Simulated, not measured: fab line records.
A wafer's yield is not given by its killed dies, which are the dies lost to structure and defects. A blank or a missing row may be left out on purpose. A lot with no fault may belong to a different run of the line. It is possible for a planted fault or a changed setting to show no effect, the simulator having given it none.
Tool commonality check ; flow sky130 ; 12 lots, 36 wafers sampled

## THE REASON FOR OPENING IT
3 of 12 lots carry a flag on the reading LDD_HVP_OVL at SKY_LDD_HVP_OVL_MEAS_07. Fault-free wafers read -1.0 nm, with a standard deviation of 1.3.
Rule: a lot is flagged when every wafer of it that has a number lies more than 4 standard deviations from that mean, or none has a number. All remaining lots are regarded as sound.

lot;measured;on;LDD_HVP_OVL (nm), wafer by wafer;flag
L360;day 21 22:47;overlay-01;-2.7 -3.7 -1.1;
L361;day 22 01:24;overlay-01;-2.7 -3.3 -3.0;
L362;day 22 11:29;overlay-01;-1.1 0.8 1.0;
L367;day 25 04:47;overlay-02;37.2 35.8 36.5;FLAGGED
L369;day 25 20:09;overlay-02;36.3 37.0 38.4;FLAGGED
L371;day 26 05:38;overlay-01;38.2 39.2 38.2;FLAGGED
L373;day 27 13:53;overlay-02;-1.5 -2.3 -2.2;
L375;day 27 18:38;overlay-02;0.7 0.5 -0.4;
L377;day 28 02:54;overlay-02;-2.6 0.0 -1.5;
L378;day 28 07:42;overlay-02;0.6 -0.6 -0.5;
L379;day 28 11:41;overlay-01;-0.7 0.0 -1.1;
L382;day 29 14:56;overlay-01;0.2 0.2 -0.4;
On average the flagged lots' numbers are 37.4 nm, which is +38.4 nm against the usual, or +30 standard deviations.

## LOT BY LOT: THE TOOL USED
The record holds 1 process step before the reading, out of a route of 708 steps. In each cell: the tool, then ch and the chambers that the sampled wafers went through, then the start.
lot;flag;SKY_LDD_HVP_EXPOSE_04
L360;;iline-stepper-01 ch 0, day 21 08:01
L361;;iline-stepper-01 ch 0, day 21 10:23
L362;;iline-stepper-01 ch 0, day 21 20:43
L367;FLAGGED;iline-stepper-02 ch 0, day 24 14:14
L369;FLAGGED;iline-stepper-02 ch 0, day 25 06:11
L371;FLAGGED;iline-stepper-02 ch 0, day 25 15:16
L373;;iline-stepper-01 ch 0, day 26 23:40
L375;;iline-stepper-01 ch 0, day 27 04:16
L377;;iline-stepper-01 ch 0, day 27 13:22
L378;;iline-stepper-01 ch 0, day 27 17:22
L379;;iline-stepper-01 ch 0, day 27 21:27
L382;;iline-stepper-01 ch 0, day 29 01:23
What is done by these steps:
- SKY_LDD_HVP_EXPOSE_04: exposes mask HVPTM, target cd 700 nm.
- SKY_LDD_HVP_OVL_MEAS_07

## FLAGGED AGAINST TOTAL, ONE TOOL AT A TIME (gauges that did the reading follow at the end)
step;tool;lots run;flagged;share of the flagged lots;sound lots run after its first flagged lot
SKY_LDD_HVP_EXPOSE_04;iline-stepper-01;9;0;none;-
SKY_LDD_HVP_EXPOSE_04;iline-stepper-02;3;3;all;0
SKY_LDD_HVP_OVL_MEAS_07;overlay-01;6;1;some;2 (L379,L382)
SKY_LDD_HVP_OVL_MEAS_07;overlay-02;6;2;some;4 (L373,L375,L377,L378)

## THE TABLE: WHAT IT ALLOWS
1 row of the table ran every flagged lot: iline-stepper-02 at SKY_LDD_HVP_EXPOSE_04.
- iline-stepper-02 at SKY_LDD_HVP_EXPOSE_04: 3 of its 3 lots flagged. It ran no sound lot before its first flagged lot in this sample, so the start can't be narrowed down.
Left over: one tool, iline-stepper-02 at SKY_LDD_HVP_EXPOSE_04.

## WHAT THE SIMULATOR HAD PUT IN
Scanner matching overlay: iline-stepper-02, from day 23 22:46 on, at SKY_LDD_HVP_EXPOSE_04. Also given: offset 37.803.
Shown lots that were struck: L367, L369, L371. The same result came from the rule above.
